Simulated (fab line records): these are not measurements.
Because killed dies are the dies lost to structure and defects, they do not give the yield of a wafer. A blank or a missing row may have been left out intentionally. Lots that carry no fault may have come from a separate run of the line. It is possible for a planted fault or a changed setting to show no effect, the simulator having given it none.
A sampling plan put to the test	flow sky130	56 faults told of in these records, all on one fab line, each judged by the records of the lots it struck
What counts as the plan is the set of the line's own looks, namely the steps on the route at which a gauge or an inspection reads a wafer and does not change it. A look can be judged if struck wafers have a number there and the file gives its usual mean and standard deviation on fault-free wafers. Caught: the struck wafers' mean, at a look after the fault's first step, is 4 or more of those standard deviations (sigma) away from the usual mean. On the tool: the same test on the tool's own readings at the fault's steps. Also counted as caught: the struck wafers showing another recipe, or a record that is empty for them alone.

## THE FAULTS, as the simulator had put them in
1. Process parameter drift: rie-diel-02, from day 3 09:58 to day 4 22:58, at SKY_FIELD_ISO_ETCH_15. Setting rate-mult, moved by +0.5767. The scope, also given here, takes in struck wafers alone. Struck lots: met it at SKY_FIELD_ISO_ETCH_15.
2. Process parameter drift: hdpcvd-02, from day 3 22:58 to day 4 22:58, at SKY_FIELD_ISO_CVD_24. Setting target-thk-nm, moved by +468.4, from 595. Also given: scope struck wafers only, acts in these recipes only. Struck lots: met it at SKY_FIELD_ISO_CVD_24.
3. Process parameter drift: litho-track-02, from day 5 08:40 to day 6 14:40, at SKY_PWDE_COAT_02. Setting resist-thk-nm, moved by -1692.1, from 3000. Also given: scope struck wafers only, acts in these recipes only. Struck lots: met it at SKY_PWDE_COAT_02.
4. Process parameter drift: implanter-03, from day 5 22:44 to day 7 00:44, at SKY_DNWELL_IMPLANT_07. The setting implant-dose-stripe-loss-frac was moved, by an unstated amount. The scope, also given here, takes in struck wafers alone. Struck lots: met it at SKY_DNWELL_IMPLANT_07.
5. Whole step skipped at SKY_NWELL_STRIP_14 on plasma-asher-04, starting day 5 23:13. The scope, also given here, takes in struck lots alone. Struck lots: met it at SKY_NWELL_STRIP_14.
6. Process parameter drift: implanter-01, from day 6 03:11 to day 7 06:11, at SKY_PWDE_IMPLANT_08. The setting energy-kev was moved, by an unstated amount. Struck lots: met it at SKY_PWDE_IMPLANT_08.
7. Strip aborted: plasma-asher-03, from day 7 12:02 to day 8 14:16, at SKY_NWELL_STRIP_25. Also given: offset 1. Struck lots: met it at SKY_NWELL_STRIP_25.
8. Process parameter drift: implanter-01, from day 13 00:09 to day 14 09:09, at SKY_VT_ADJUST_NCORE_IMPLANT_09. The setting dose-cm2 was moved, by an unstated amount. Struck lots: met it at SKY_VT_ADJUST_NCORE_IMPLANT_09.
9. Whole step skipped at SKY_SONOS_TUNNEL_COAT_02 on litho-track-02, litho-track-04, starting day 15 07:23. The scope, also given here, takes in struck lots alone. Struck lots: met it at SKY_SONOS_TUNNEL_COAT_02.
10. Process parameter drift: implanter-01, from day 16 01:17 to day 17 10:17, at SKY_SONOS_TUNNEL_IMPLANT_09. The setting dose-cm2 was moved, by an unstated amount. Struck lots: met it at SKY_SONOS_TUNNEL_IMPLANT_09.
11. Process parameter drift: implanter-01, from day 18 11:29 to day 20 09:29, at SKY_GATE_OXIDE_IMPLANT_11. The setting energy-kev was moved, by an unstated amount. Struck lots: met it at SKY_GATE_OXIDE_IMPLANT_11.
12. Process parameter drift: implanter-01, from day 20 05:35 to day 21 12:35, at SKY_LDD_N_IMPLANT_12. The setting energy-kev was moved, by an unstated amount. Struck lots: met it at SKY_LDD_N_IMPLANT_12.
13. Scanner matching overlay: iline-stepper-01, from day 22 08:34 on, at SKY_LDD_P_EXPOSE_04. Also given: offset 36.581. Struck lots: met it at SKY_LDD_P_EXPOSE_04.
14. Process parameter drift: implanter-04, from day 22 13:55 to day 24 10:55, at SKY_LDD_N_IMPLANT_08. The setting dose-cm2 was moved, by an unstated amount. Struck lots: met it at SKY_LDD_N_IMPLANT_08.
15. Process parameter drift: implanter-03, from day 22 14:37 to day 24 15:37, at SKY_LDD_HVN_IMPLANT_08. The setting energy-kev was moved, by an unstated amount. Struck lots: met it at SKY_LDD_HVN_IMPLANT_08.
16. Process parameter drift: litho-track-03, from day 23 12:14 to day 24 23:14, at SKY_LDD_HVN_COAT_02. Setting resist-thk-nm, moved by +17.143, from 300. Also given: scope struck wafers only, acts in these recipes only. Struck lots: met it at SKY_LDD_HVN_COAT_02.
17. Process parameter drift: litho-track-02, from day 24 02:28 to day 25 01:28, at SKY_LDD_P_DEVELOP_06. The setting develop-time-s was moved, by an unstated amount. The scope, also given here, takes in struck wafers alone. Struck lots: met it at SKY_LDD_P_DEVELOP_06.
18. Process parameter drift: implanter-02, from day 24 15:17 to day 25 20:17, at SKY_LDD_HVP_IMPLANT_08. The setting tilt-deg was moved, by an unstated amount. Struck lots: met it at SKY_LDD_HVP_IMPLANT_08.
19. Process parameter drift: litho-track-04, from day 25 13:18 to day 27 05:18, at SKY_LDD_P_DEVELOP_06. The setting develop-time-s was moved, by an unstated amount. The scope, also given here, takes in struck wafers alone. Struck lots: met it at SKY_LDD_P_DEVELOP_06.
20. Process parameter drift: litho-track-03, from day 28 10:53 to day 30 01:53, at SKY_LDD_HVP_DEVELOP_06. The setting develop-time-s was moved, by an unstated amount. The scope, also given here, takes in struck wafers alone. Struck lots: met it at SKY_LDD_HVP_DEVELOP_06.
21. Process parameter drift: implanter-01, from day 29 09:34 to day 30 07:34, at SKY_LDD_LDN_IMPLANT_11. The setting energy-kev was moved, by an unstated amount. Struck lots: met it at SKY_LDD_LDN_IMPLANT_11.
22. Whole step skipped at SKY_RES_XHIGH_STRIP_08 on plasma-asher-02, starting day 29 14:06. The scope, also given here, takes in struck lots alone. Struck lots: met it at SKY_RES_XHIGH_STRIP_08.
23. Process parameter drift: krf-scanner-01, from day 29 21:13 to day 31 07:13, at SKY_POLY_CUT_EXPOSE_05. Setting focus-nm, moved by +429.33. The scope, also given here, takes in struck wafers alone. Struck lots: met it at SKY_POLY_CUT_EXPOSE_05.
24. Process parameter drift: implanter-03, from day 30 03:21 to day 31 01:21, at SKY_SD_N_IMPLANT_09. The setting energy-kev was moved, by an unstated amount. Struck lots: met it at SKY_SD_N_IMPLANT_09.
25. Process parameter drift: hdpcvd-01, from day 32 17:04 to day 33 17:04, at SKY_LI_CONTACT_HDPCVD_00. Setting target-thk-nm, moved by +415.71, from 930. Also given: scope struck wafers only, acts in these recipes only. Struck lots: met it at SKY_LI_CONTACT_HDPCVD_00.
26. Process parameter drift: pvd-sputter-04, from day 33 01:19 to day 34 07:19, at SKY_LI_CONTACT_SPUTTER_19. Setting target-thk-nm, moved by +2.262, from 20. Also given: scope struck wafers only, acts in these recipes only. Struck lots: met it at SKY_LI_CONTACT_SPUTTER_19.
27. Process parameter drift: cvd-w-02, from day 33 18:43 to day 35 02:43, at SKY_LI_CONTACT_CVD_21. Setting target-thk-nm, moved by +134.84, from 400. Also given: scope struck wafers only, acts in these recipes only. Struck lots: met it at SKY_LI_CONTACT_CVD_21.
28. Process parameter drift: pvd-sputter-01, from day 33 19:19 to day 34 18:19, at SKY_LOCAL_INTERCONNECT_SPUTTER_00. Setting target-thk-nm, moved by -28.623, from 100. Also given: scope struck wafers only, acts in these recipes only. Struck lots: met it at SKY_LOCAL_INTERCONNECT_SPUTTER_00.
29. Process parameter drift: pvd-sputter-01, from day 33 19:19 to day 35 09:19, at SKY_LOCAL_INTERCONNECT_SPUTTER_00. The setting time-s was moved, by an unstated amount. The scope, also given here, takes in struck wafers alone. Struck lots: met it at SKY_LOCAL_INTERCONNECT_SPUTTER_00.
30. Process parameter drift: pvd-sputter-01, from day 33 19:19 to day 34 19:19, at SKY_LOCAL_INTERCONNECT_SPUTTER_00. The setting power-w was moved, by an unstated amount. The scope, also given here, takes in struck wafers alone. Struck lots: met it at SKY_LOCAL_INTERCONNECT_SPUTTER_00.
31. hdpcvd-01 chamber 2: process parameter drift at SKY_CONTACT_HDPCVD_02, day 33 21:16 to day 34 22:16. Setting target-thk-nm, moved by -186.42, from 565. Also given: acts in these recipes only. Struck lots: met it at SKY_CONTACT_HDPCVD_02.
32. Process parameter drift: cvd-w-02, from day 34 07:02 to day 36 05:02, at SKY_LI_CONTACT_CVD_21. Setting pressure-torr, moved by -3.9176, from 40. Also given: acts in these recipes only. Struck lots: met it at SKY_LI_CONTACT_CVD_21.
33. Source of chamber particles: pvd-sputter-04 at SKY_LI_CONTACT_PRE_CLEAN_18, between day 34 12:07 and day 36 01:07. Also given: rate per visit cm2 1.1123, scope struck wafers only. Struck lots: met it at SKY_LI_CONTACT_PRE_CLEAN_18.
34. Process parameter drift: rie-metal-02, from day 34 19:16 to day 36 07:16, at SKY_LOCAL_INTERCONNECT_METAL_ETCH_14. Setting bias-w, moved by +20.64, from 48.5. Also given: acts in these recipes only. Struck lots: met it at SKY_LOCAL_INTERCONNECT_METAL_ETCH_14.
35. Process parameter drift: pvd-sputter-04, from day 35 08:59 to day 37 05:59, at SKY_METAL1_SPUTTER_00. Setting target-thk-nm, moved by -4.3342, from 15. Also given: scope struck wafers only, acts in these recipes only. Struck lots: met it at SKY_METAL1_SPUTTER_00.
36. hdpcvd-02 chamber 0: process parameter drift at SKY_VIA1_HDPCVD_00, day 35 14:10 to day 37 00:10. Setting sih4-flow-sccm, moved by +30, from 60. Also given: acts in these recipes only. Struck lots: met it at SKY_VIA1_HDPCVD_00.
37. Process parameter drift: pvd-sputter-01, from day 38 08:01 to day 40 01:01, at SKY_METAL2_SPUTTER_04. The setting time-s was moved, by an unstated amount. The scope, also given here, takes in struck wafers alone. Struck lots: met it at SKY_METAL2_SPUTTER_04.
38. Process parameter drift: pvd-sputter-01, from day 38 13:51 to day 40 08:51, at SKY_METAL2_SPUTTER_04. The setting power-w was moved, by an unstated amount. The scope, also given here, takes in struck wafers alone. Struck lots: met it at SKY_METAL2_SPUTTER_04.
39. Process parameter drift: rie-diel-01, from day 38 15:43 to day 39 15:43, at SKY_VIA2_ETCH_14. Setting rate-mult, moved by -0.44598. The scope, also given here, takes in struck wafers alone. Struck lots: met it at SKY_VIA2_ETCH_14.
40. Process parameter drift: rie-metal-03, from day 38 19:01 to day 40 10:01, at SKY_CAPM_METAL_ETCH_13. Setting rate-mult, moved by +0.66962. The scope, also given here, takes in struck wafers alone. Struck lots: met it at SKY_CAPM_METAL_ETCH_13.
41. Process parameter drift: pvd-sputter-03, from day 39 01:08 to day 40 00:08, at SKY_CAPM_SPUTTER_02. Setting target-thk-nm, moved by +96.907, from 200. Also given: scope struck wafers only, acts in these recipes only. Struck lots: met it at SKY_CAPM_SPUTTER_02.
42. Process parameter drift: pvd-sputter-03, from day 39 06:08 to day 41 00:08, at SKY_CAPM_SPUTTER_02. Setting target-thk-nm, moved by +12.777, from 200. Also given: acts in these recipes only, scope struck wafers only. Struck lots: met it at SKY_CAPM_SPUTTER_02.
43. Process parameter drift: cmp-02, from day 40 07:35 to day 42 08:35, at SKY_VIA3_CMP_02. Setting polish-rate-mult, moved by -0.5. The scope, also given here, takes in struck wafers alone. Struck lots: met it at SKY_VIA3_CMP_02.
44. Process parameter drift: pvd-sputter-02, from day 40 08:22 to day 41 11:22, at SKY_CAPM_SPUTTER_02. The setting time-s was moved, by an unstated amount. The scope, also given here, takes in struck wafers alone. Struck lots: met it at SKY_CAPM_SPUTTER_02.
45. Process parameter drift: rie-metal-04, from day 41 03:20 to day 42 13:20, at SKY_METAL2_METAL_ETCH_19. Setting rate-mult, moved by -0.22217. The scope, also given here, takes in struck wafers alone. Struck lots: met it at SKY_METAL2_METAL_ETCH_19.
46. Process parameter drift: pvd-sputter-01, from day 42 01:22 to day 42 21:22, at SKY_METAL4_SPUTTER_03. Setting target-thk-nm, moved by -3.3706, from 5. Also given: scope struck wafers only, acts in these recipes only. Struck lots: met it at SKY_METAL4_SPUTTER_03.
47. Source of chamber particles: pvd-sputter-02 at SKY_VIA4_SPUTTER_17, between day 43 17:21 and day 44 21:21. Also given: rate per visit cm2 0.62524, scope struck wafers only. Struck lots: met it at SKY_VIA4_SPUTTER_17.
48. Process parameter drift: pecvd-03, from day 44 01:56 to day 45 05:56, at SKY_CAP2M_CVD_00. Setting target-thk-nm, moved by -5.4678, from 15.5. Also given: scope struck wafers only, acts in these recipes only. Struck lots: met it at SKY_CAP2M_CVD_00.
49. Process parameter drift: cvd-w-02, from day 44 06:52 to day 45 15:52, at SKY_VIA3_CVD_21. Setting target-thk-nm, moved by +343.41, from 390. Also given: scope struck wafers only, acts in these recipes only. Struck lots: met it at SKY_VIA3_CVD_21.
50. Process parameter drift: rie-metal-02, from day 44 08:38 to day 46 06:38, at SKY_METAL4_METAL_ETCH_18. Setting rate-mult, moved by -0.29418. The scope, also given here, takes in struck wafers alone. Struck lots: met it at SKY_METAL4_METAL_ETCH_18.
51. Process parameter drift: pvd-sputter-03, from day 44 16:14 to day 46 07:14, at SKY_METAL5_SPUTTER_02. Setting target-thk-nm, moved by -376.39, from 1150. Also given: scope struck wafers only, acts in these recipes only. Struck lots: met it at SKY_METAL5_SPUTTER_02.
52. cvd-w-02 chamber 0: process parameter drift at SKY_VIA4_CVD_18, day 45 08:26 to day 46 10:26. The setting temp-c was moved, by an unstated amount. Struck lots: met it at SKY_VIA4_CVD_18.
53. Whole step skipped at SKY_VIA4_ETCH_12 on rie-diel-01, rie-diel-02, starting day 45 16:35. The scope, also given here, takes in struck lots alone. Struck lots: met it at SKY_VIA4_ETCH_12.
54. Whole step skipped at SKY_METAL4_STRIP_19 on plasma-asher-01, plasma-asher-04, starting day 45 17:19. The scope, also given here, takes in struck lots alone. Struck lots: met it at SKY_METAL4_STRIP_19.
55. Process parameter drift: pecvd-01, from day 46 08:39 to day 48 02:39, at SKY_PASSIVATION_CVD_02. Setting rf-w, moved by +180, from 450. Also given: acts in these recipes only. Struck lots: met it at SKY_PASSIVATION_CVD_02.
56. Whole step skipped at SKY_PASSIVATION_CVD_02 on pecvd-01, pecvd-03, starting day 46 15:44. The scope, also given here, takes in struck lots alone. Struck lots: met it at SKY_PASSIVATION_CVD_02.

## WHAT THE PLAN SAW
fault	on the tool itself	first look that catches it	reading, sigma	median hours from its first step to that look	hours from the fault's start to the first struck lot there	judged looks passed uncaught
1	under 2 sigma	none of the 2 looks that can be judged after it	-	-	-	2
2	no reading that can be judged	SKY_FIELD_ISO_THK_MEAS_25	FIELD_ISO_CVD_24_THK +65	0.1	2	0
3	no reading that can be judged	not the one look that can be judged after it	-	-	-	1
4	no reading that can be judged	none of the 5 looks that can be judged after it	-	-	-	5
5	the tool's record is blank for the struck wafers	SKY_NWELL_TW_MEAS_26	NWELL_2_TW -99 or beyond	18.6	21	0
6	beam-energy-keV -99 or beyond sigma	no look after it can be judged	-	-	-	0
7	oes-product-au +30 sigma	SKY_VT_ADJUST_HVTP_TW_MEAS_11	VT_ADJUST_HVTP_TW -99 or beyond	21.8	48	2
8	dose-ions-cm2 -99 or beyond sigma	SKY_VT_ADJUST_NCORE_TW_MEAS_11	VT_ADJUST_NCORE_TW -40	0.2	6	0
9	the tool's record is blank for the struck wafers	no look after it can be judged	-	-	-	0
10	dose-ions-cm2 -99 or beyond sigma	SKY_SONOS_TUNNEL_TW_MEAS_12	SONOS_TUNNEL_TW -31	0.4	12	0
11	beam-energy-keV -99 or beyond sigma	not the one look that can be judged after it	strongest: GATE_OXIDE_TW at SKY_GATE_OXIDE_TW_MEAS_14, -2.8	-	-	1
12	beam-energy-keV -99 or beyond sigma	no look after it can be judged	-	-	-	0
13	no reading that can be judged	SKY_LDD_P_OVL_MEAS_08	LDD_P_OVL +27	14.8	26	0
14	dose-ions-cm2 +99 or beyond sigma	SKY_LDD_N_TW_MEAS_17	LDD_N_TW +16	1.3	5	0
15	beam-energy-keV -99 or beyond sigma	SKY_LDD_HVN_TW_MEAS_10	LDD_HVN_TW -5.7	0.2	2	0
16	no reading that can be judged	no look after it can be judged	-	-	-	0
17	under 2 sigma	SKY_LDD_P_CD_MEAS_07	cd-nm +4.6	0.1	1	0
18	tilt-deg -99 or beyond sigma	SKY_LDD_HVP_TW_MEAS_10	LDD_HVP_TW -11	0.2	5	0
19	under 2 sigma	SKY_LDD_P_CD_MEAS_07	cd-nm +5.7	0.1	14	0
20	no reading that can be judged	SKY_LDD_HVP_TW_MEAS_10	LDD_HVP_TW -98	0.4	3	0
21	beam-energy-keV +99 or beyond sigma	no look after it can be judged	-	-	-	0
22	the tool's record is blank for the struck wafers	SKY_SD_N_TW_MEAS_12	SD_N_TW -99 or beyond	28.2	34	0
23	under 2 sigma	SKY_POLY_CUT_CD_MEAS_08	cd-nm -10	13.7	26	0
24	beam-energy-keV +99 or beyond sigma	SKY_SD_N_RS_MEAS_16	SD_N_RS -23	0.7	4	0
25	no reading that can be judged	SKY_LI_CONTACT_THK_MEAS_01	LI_CONTACT_HDPCVD_THK +44	0.1	3	0
26	under 2 sigma	no look after it can be judged	-	-	-	0
27	under 2 sigma	SKY_LI_CONTACT_RS_MEAS_22	LI_CONTACT_W_RS -12	0.1	1	0
28	under 2 sigma	SKY_LOCAL_INTERCONNECT_RS_MEAS_01	LOCAL_INTERCONNECT_TIN_RS +36	0.1	1	0
29	under 2 sigma	not the one look that can be judged after it	strongest: LOCAL_INTERCONNECT_TIN_RS at SKY_LOCAL_INTERCONNECT_RS_MEAS_01, +2.7	-	-	1
30	cathode-dc-power-W +99 or beyond sigma	SKY_LOCAL_INTERCONNECT_RS_MEAS_01	LOCAL_INTERCONNECT_TIN_RS -4.7	0.1	5	0
31	under 2 sigma	SKY_CONTACT_THK_MEAS_03	CONTACT_HDPCVD_THK -24	0.1	11	0
32	chamber-pressure-Torr -42 sigma	none of the 2 looks that can be judged after it	strongest: LI_CONTACT_W_RS at SKY_LI_CONTACT_RS_MEAS_22, +3.2	-	-	2
33	no reading that can be judged	not the one look that can be judged after it	strongest: VIA2_W_RS at SKY_VIA2_RS_MEAS_22, +2.2	-	-	1
34	bias-w +99 or beyond sigma	no look after it can be judged	-	-	-	0
35	under 2 sigma	no look after it can be judged	-	-	-	0
36	sih4-flow-sccm +99 or beyond sigma	SKY_VIA1_THK_MEAS_01	VIA1_HDPCVD_THK +42	0.1	5	0
37	under 2 sigma	SKY_METAL2_THK_MEAS_06	METAL2_ALCU_THK -6.4	2.7	5	1
38	cathode-dc-power-W +99 or beyond sigma	none of the 4 looks that can be judged after it	-	-	-	4
39	oes-product-au -28 sigma	no look after it can be judged	-	-	-	0
40	under 2 sigma	no look after it can be judged	-	-	-	0
41	under 2 sigma	SKY_CAPM_RS_MEAS_03	CAPM_TIN_RS -23	0.1	4	0
42	under 2 sigma	SKY_CAPM_RS_MEAS_03	CAPM_TIN_RS -4.0	0.1	1	0
43	under 2 sigma	no look after it can be judged	-	-	-	0
44	only faintly: substrate-temp-c -2.0 sigma	SKY_CAPM_RS_MEAS_03	CAPM_TIN_RS +8.5	0.2	8	0
45	under 2 sigma	no look after it can be judged	-	-	-	0
46	under 2 sigma	no look after it can be judged	-	-	-	0
47	under 2 sigma	no look after it can be judged	-	-	-	0
48	under 2 sigma	SKY_CAP2M_THK_MEAS_01	CAP2M_CVD_00_THK -21	0.0	3	0
49	under 2 sigma	SKY_VIA3_RS_MEAS_22	VIA3_W_RS -22	0.1	3	0
50	oes-product-au -7.6 sigma	no look after it can be judged	-	-	-	0
51	under 2 sigma	SKY_METAL5_RS_MEAS_05	METAL5_ALCU_RS +32	0.1	3	0
52	susceptor-temp-C -29 sigma	SKY_VIA4_RS_MEAS_19	VIA4_W_RS +11	0.2	1	0
53	the tool's record is blank for the struck wafers	no look after it can be judged	-	-	-	0
54	no reading that can be judged	no look after it can be judged	-	-	-	0
55	rf-fwd-power-W +99 or beyond sigma	SKY_PASSIVATION_THK_MEAS_03	PASSIVATION_CVD_02_THK +7.8	0.2	15	0
56	the tool's record is blank for the struck wafers	no look after it can be judged	-	-	-	0
A dash: the fault is not caught, or the number is missing from these records.

Caught at a look: 30 of 56. Caught on the tool: 25 of 56. By one or the other: 42 of 56.
Faults caught by the tool alone: 6, 9, 11, 12, 21, 32, 34, 38, 39, 50, 53, 56.
Caught at a look alone: faults 2, 13, 17, 19, 20, 23, 25, 27, 28, 31, 37, 41, 42, 44, 48, 49, 51.
Caught by neither: faults 1, 3, 4, 16, 26, 29, 33, 35, 40, 43, 45, 46, 47, 54.

## THINNER SAMPLING
Were the look that catches a fault to measure just every second or every third lot (counted by lot number), the first struck lot would, at worst, be measured this late:
fault	struck lots at that look, in order of time	every lot	every second lot	every third lot
2	L997, L998, L100	2 h	7 h	may miss all 3
5	L158, L159	21 h	29 h	may miss all 2
7	L488	48 h	may miss it	may miss it
8	L937, L939	6 h	may miss all 2	may miss all 2
10	L441, L443	12 h	may miss all 2	may miss all 2
13	L169, L171, L177	26 h	may miss all 3	may miss all 3
14	L416, L418	5 h	may miss all 2	may miss all 2
15	L109, L110, L113	2 h	7 h	may miss all 3
17	L103, L104	1 h	7 h	may miss all 2
18	L684, L685	5 h	9 h	may miss all 2
19	L270, L271	14 h	25 h	may miss all 2
20	L618, L620	3 h	may miss all 2	may miss all 2
22	L441, L442	34 h	35 h	may miss all 2
23	L707	26 h	may miss it	may miss it
24	L556, L557	4 h	10 h	may miss all 2
25	L879, L880	3 h	14 h	may miss all 2
27	L679, L680	1 h	5 h	may miss all 2
28	L256, L257	1 h	5 h	may miss all 2
30	L983	5 h	may miss it	may miss it
31	L488	11 h	may miss it	may miss it
36	L556, L558	5 h	may miss all 2	may miss all 2
37	L172, L173	5 h	12 h	may miss all 2
41	L598, L599	4 h	6 h	may miss all 2
42	L490, L493	1 h	32 h	may miss all 2
44	L550	8 h	may miss it	may miss it
48	L945, L948	3 h	24 h	may miss all 2
49	L755, L758	3 h	23 h	may miss all 2
51	L849, L852	3 h	18 h	may miss all 2
52	L464, L466	1 h	may miss all 2	may miss all 2
55	L242, L243	15 h	23 h	may miss all 2
Hours count from the start of the fault until the first struck lot that is measured. Since the struck wafers were tested as one group against 4 sigma, a single lot by itself may lie under the limit. Other struck lots may not be in these records.

## THE LONGEST TIMED WAY FROM STEP TO LOOK
For fault 22, SKY_RES_XHIGH_STRIP_08 and SKY_SD_N_TW_MEAS_12 are separated by a median of 28.2 hours. No look between them can be judged.
